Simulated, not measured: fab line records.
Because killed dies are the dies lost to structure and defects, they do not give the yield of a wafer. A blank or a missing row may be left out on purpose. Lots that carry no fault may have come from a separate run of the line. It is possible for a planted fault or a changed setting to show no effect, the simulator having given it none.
fab line records	flow sfq-line
record lots=13	wafers=39	last-day=75
route steps=325 shown I4@165 JJ@180 R5@226 I5@237
lots that met no fault: from a run of the same line without faults
start-h: hours from the record's opening day to when the first of the lot's shown wafers began	wait-h: hours since the lot's step before	" identical to the entry in the row above	L1.1+2: several wafers, shown together as one row	- no value present, or no start provided	* or withheld: withheld	< > ~ a bound
route shown NAME@n: NAME is a module with steps in the file, n the number in the route of the first one	usual: the fault-free wafers' mean and standard deviation	same: alike in all rows	chamber/n: place in a boat	sites: the reading at each site	_std_site: standard deviation of those values	_edge_site: mean of outer sites minus mean of inner sites	radius-mm: how far each site lies from the wafer's centre	mask NAME#n: copy n	behind: tool/chamber where the wafer was last shaped	hold: reason for holding the lot/hours on hold/outcome of the hold	device: the n, p or np transistor that did not switch	end of line: at the end of the route, the tests of the same wafers	for a step that has no rows: nothing shown but its recipe	killed: not the wafer's yield, but the dies lost to structure and defects at the first sort	map: the dies of a wafer, with x for killed, . for not killed, _ for no die there
set.NAME: the setting as run; set.NAME@STEP: as run at that earlier step	model.NAME: the simulator's own value behind a step, which no gauge read
a sample of lots followed through the steps of the route, with each step as a table and each wafer as a row
services: from which hour (start-h, from the record's first day; less than 0 if before it) a tool's chamber was out of use, for how many hours, and why
## steps
# step SFQ_I4_BOW_MEAS_927
# recipe mode=bow
# usual I4_BOW=4/9
lot.wafer	tool	chamber	start-h	wait-h	I4_BOW[um]
L221.3	film-metro-02	-	817.37	1.5	1
L221.4	"	-	"	"	0
L221.5	"	-	"	"	11
L223.1	film-metro-02	-	841.68	2.5	-6
L223.2	"	-	"	"	-4
L223.3	"	-	"	"	-8
L224.1	film-metro-02	-	847.68	2.5	-5
L224.3	"	-	"	"	-12
L224.6	"	-	"	"	-10
L225.1	film-metro-03	-	853.68	1.5	6
L225.2	"	-	"	"	14
L225.5	"	-	"	"	22
L226.2	film-metro-04	-	856.70	1.5	19
L226.4	"	-	"	"	12
L226.5	"	-	"	"	7
L228.3	film-metro-02	-	874.72	1.5	11
L228.4	"	-	"	"	8
L228.5	"	-	"	"	9
L229.1	film-metro-04	-	877.33	2.5	16
L229.2	"	-	"	"	12
L229.3	"	-	"	"	11
L234.2	film-metro-03	-	959.66	2.5	-1
L234.4	"	-	"	"	3
L234.6	"	-	"	"	15
L238.1	film-metro-04	-	1000.68	1.5	4
L238.3	"	-	"	"	3
L238.5	"	-	"	"	1
L241.1	film-metro-02	-	1033.90	2.0	16
L241.3	"	-	"	"	6
L241.6	"	-	"	"	2
L242.1	film-metro-02	-	1048.99	1.0	0
L242.3	"	-	"	"	0
L242.6	"	-	"	"	2
L243.1	film-metro-02	-	1054.99	2.0	17
L243.4	"	-	"	"	2
L243.5	"	-	"	"	13
L244.1	film-metro-04	-	1069.99	1.5	6
L244.2	"	-	"	"	12
L244.3	"	-	"	"	3
# step SFQ_TRILAYER_JJ_TRILAYER_DEP_SPUTTER_110
# recipe material=Al	base-pressure-pa=1.33e-06	target-thk-nm=8	power-w=500	time-s=10	chamber-pressure-pa=0.4
# usual throttle-valve-pct=30.2/0.86
# same time-s=10
lot.wafer	tool	chamber	start-h	wait-h	throttle-valve-pct
L221.3	pvd-sputter-04	-	874.78	0.0	30.1
L221.4	"	-	"	"	31.0
L221.5	"	-	"	"	29.7
L223.1	pvd-sputter-06	-	902.93	0.0	32.5
L223.2	"	-	"	"	31.5
L223.3	"	-	"	"	31.1
L224.1	pvd-sputter-03	-	911.33	0.0	28.9
L224.3	"	-	"	"	30.0
L224.6	"	-	"	"	29.8
L225.1	pvd-sputter-03	-	914.93	0.0	30.1
L225.2	"	-	"	"	29.1
L225.5	"	-	"	"	29.1
L226.2	pvd-sputter-04	-	919.73	0.0	30.0
L226.4	"	-	"	"	30.8
L226.5	"	-	"	"	29.9
L228.3	pvd-sputter-04	-	936.53	0.0	30.0
L228.4	"	-	"	"	29.9
L228.5	"	-	"	"	30.8
L229.1	pvd-sputter-03	-	940.13	0.0	29.2
L229.2	"	-	"	"	29.8
L229.3	"	-	"	"	29.8
L234.2	pvd-sputter-04	-	1030.76	0.0	30.2
L234.4	"	-	"	"	29.9
L234.6	"	-	"	"	30.7
L238.1	pvd-sputter-04	-	1078.62	0.0	30.8
L238.3	"	-	"	"	29.9
L238.5	"	-	"	"	29.9
L241.1	pvd-sputter-04	-	1114.01	0.0	30.2
L241.3	"	-	"	"	29.8
L241.6	"	-	"	"	29.6
L242.1	pvd-sputter-04	-	1129.61	0.0	29.8
L242.3	"	-	"	"	31.1
L242.6	"	-	"	"	29.8
L243.1	pvd-sputter-04	-	1140.51	0.0	30.7
L243.4	"	-	"	"	29.8
L243.5	"	-	"	"	29.8
L244.1	pvd-sputter-06	-	1165.95	0.0	31.2
L244.2	"	-	"	"	32.3
L244.3	"	-	"	"	31.1
# step SFQ_TRILAYER_R5_STRIP_STRIP_140
# recipe gas=O2	power-w=200	platen-temp-c=40	overash-fraction=0.65	chemistry=O2	pressure-mtorr=50
# usual drypump-motor-current-A=5.92/0.27	oes-product-au=0.998/0.008	platen-temp-c=39.99/0.11
lot.wafer	tool	chamber	start-h	wait-h	drypump-motor-current-A	oes-product-au	platen-temp-c	rf-hours-counter-h
L221.3	rie-metal-03	0	1093.51	0.2	5.88	0.998	39.97	-
L221.4	"	1	"	"	5.94	0.993	39.86	-
L221.5	"	1	"	"	5.95	1.001	40.08	-
L223.1	rie-metal-03	1	1129.90	0.0	5.95	0.995	39.97	103
L223.2	"	0	"	"	5.82	1.002	40.02	63
L223.3	"	0	"	"	5.85	0.991	39.92	-
L224.1	rie-metal-03	0	1144.40	0.0	5.85	0.994	39.91	66
L224.3	"	0	"	"	5.86	0.997	40.03	-
L224.6	"	1	"	"	5.95	1.003	39.98	-
L225.1	rie-metal-04	0	1154.24	0.0	6.40	1.014	39.95	146
L225.2	"	1	"	"	5.41	0.998	39.90	102
L225.5	"	0	"	"	6.38	1.005	39.97	-
L226.2	rie-metal-03	0	1157.84	0.0	5.89	1.003	40.11	68
L226.4	"	1	"	"	5.94	0.989	40.10	-
L226.5	"	1	"	"	5.95	1.000	40.09	-
L228.3	rie-metal-01	1	1185.64	0.2	5.85	0.999	40.10	-
L228.4	"	0	"	"	5.75	0.983	39.86	-
L228.5	"	1	"	"	5.85	0.993	40.03	-
L229.1	rie-metal-03	1	1194.84	0.0	5.95	0.997	40.07	114
L229.2	"	0	"	"	5.91	0.998	39.94	74
L229.3	"	1	"	"	5.94	0.991	39.99	-
L234.2	rie-metal-03	0	1355.53	0.0	5.85	1.005	40.10	94
L234.4	"	0	"	"	5.87	1.000	40.06	-
L234.6	"	1	"	"	5.93	1.013	40.17	-
L238.1	rie-metal-03	0	1430.48	0.0	5.89	0.996	39.74	103
L238.3	"	0	"	"	5.84	0.998	39.61	-
L238.5	"	1	"	"	5.95	1.000	40.04	-
L241.1	rie-metal-04	0	1472.50	0.1	6.37	1.009	39.93	21
L241.3	"	0	"	"	6.35	1.000	39.98	-
L241.6	"	0	"	"	6.42	1.002	39.95	-
L242.1	rie-metal-03	1	1493.78	0.0	5.95	1.001	40.10	153
L242.3	"	1	"	"	5.95	0.999	39.93	-
L242.6	"	1	"	"	5.95	1.001	39.93	-
L243.1	rie-metal-04	0	1505.90	0.1	6.42	1.001	39.82	30
L243.4	"	0	"	"	6.45	1.007	39.90	-
L243.5	"	0	"	"	6.38	1.008	40.08	-
L244.1	rie-metal-01	0	1533.50	0.1	5.75	1.001	39.87	101
L244.2	"	0	"	"	5.75	0.993	39.96	-
L244.3	"	0	"	"	5.77	1.000	39.88	-
# step SFQ_TRILAYER_I5_ETCH_VIA_ETCH_147
# recipe stop-on=Nb	mask-material=PR	chemistry=CHF3	target-depth-nm=360	source-w=500	bias-w=80	pressure-mtorr=30	time-s=withheld
# usual bias-w=79.97/0.24	drypump-motor-current-A=5.4/0.39	oes-product-au=0.990/0.0056
lot.wafer	tool	chamber	start-h	wait-h	bias-w	drypump-motor-current-A	oes-product-au
L221.3	rie-diel-01	3	1153.13	0.0	79.92	5.4	0.983
L221.4	"	1	"	"	80.07	5.1	0.980
L221.5	"	3	"	"	80.17	5.4	0.978
L223.1	rie-diel-04	1	1172.33	0.0	79.73	5.7	0.986
L223.2	"	0	"	"	80.37	4.9	0.991
L223.3	"	3	"	"	80.00	4.9	0.994
L224.1	rie-diel-03	0	1179.53	0.0	80.27	6.0	0.992
L224.3	"	1	"	"	80.04	5.4	0.985
L224.6	"	3	"	"	79.99	6.2	0.993
L225.1	rie-diel-01	2	1183.13	0.0	79.86	5.6	0.990
L225.2	"	3	"	"	79.98	5.4	0.982
L225.5	"	1	"	"	79.93	5.1	0.986
L226.2	rie-diel-04	3	1185.53	0.0	80.51	4.9	0.988
L226.4	"	0	"	"	79.74	5.0	0.987
L226.5	"	2	"	"	79.46	5.3	0.990
L228.3	rie-diel-04	1	1199.31	0.0	80.61	5.8	0.985
L228.4	"	2	"	"	80.33	5.3	0.996
L228.5	"	0	"	"	79.96	5.0	0.986
L229.1	rie-diel-03	0	1201.71	0.0	80.28	6.0	0.987
L229.2	"	1	"	"	80.01	5.4	0.986
L229.3	"	3	"	"	79.48	6.2	0.985
L234.2	rie-diel-04	3	1416.01	0.0	80.14	4.9	0.990
L234.4	"	2	"	"	79.84	5.4	0.984
L234.6	"	3	"	"	80.13	4.9	0.991
L238.1	rie-diel-04	3	1437.28	0.0	92.22	4.9	0.995
L238.3	"	1	"	"	79.77	5.8	0.985
L238.5	"	0	"	"	79.71	5.0	0.993
L241.1	rie-diel-01	1	1479.12	0.0	79.82	5.2	0.993
L241.3	"	2	"	"	79.48	5.6	0.980
L241.6	"	2	"	"	79.77	5.6	0.991
L242.1	rie-diel-01	3	1497.03	0.0	79.73	5.4	0.991
L242.3	"	0	"	"	79.81	5.2	0.983
L242.6	"	0	"	"	79.57	5.2	0.978
L243.1	rie-diel-04	3	1509.64	0.0	79.86	4.9	0.993
L243.4	"	1	"	"	79.92	5.8	0.990
L243.5	"	3	"	"	79.72	4.9	1.003
L244.1	rie-diel-03	3	1537.22	0.0	79.86	6.2	0.986
L244.2	"	1	"	"	80.14	5.4	0.992
L244.3	"	0	"	"	80.12	6.0	0.992
## services
tool	chamber	start-h	hours	kind
rie-diel-04	1	858.25	4.2	repair
rie-diel-04	0	905.82	5.4	repair
rie-diel-01	0	933.78	9.4	repair
rie-diel-04	0	935.91	3.4	repair
rie-diel-04	2	943.63	8.0	repair
rie-metal-03	-	945.08	13.5	repair
pvd-sputter-04	-	961.72	7.0	repair
rie-metal-03	-	1169.47	1.4	pm
rie-diel-04	-	1211.96	0.7	repair
rie-diel-04	2	1213.16	17.4	repair
pvd-sputter-04	-	1213.66	2.1	repair
rie-diel-04	3	1214.37	4.0	repair
rie-diel-04	0	1226.44	3.1	repair
rie-diel-04	2	1246.18	4.0	repair
rie-diel-04	1	1281.37	2.3	repair
rie-diel-04	-	1288.21	28.1	pm
rie-diel-04	2	1321.15	9.3	repair
rie-diel-04	1	1325.63	9.0	repair
pvd-sputter-04	-	1354.35	2.6	repair
rie-diel-04	2	1365.51	2.5	repair
rie-diel-04	3	1384.00	4.3	repair
rie-diel-04	-	1426.57	2.8	pm
rie-diel-04	1	1440.80	9.6	repair
rie-diel-04	2	1441.82	3.4	repair
## key
first-sign step=SFQ_TRILAYER_I5_ETCH_VIA_ETCH_147	reading=bias-w	direction=up	sigmas=51	usual=79.97	struck=92.22
effect none on later readings
met-at SFQ_TRILAYER_I5_ETCH_VIA_ETCH_147
struck-lots L238
struck-wafers L238.1
not-acting-at SFQ_I4_BOW_MEAS_927,SFQ_TRILAYER_JJ_TRILAYER_DEP_SPUTTER_110,SFQ_TRILAYER_R5_STRIP_STRIP_140
onset-between 1416.01 1437.28
fault kind=process-parameter-drift	tool=rie-diel-04	chamber=3	onset-h=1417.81	steps=SFQ_TRILAYER_I5_ETCH_VIA_ETCH_147	channel=bias-w	offset=11.921	shape=step	end-h=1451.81	acts-in=these-recipes-only	stated=80
